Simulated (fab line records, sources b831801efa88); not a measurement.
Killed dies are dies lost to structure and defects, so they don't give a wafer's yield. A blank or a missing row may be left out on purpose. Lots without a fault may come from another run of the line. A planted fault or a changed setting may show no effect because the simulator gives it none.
Problem report in the 8D (eight disciplines) form, filled by code | flow gf180mcu | the parts of the form that need people (team, actions taken, sign-off) are left out

1. THE PROBLEM
STI_OXIDATION_THK at GF_STI_THK_MEAS_02 reads a mean of 11.50 nm on 6 wafers of 2 lots; wafers without a fault read 10.04 nm with a standard deviation of 0.2. That is +7.3 standard deviations from the usual mean.
First seen on wafer L264.3, day 3 08:32, on film_metro-04. The record holds 36 wafers of 12 lots with a number at this step. Rule for "out", or "out of limits": more than 4 standard deviations from the usual mean. The other wafers with a number count as sound.

2. WHAT IT IS AND WHAT IT IS NOT
question                    | is                           | is not
which readings at this step | STI_OXIDATION_THK            | -
which lots                  | L264, L266                   | L255, L256, L257, L258, L259, L261, L263, L270, L271, L275
which wafers of those lots  | all that have a number       | -
read on which gauges        | film_metro-03, film_metro-04 | film_metro-02
when                        | from day 3 08:32             | up to then (21 sound wafers); but 9 sound wafers of L270, L271, L275 came after

3. SUSPECTS, AND WHAT RULES EACH OUT
Counting: a tool at a process step up to the reading stays a suspect if it ran every lot that is out and no sound lot after the first of them.
- the gauge at GF_STI_THK_MEAS_02: ruled out. The wafers that are out were read on 2 gauges (film_metro-03, film_metro-04).
- furnace-02 at GF_STI_OXIDATION_01 (stabilise 600 s, purge 300 s, target thk 10 nm): kept. It ran every lot that is out, first L264 (day 3 07:07), and no sound lot after that; its last sound lot up to then is L263 (day 3 02:07).
Left after counting: furnace-02 at GF_STI_OXIDATION_01.

4. THE CAUSE (what the simulator had put in)
Process parameter drift: furnace-02, from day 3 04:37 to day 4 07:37, at GF_STI_OXIDATION_01. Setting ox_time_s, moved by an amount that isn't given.
Counting left only this tool.

5. THE CHAIN OF EFFECTS, in route order
Each row: a reading whose mean over the struck wafers that have a number lies more than 3 standard deviations from the usual. Only readings for which the record gives a usual standard deviation are gone through. hours: the time from each lot's start at the first step in this table that gives one to its start at this step, as a median over the lots. sigmas: the change in usual standard deviations.
hours | step               | reading           | usual    | on struck wafers | change | sigmas
0     | GF_STI_THK_MEAS_02 | STI_OXIDATION_THK | 10.04 nm | 11.50            | +1.46  | +7.3
Later measuring or inspecting steps at which every struck wafer that the step has a row for has a number for every such reading, and none has moved that far: GF_POLY_GATE_THK_MEAS_17, GF_HV_LDD_THK_MEAS_57, GF_SAB_THK_MEAS_01.

6. WHAT WOULD HAVE CAUGHT IT SOONER
In this record the first reading out of limits at a measuring or inspecting step was taken at day 3 08:32, 4 hours after the fault began at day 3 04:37.
Of the tool readings at GF_STI_OXIDATION_01 for which the record gives a usual standard deviation, none was out on any struck wafer, so an alarm limit of 4 standard deviations on them would not have fired.
Of the lots that are out (2), L266 began GF_STI_OXIDATION_01 on furnace-02 after day 3 08:32. A hold on the tool at that time would have spared it.
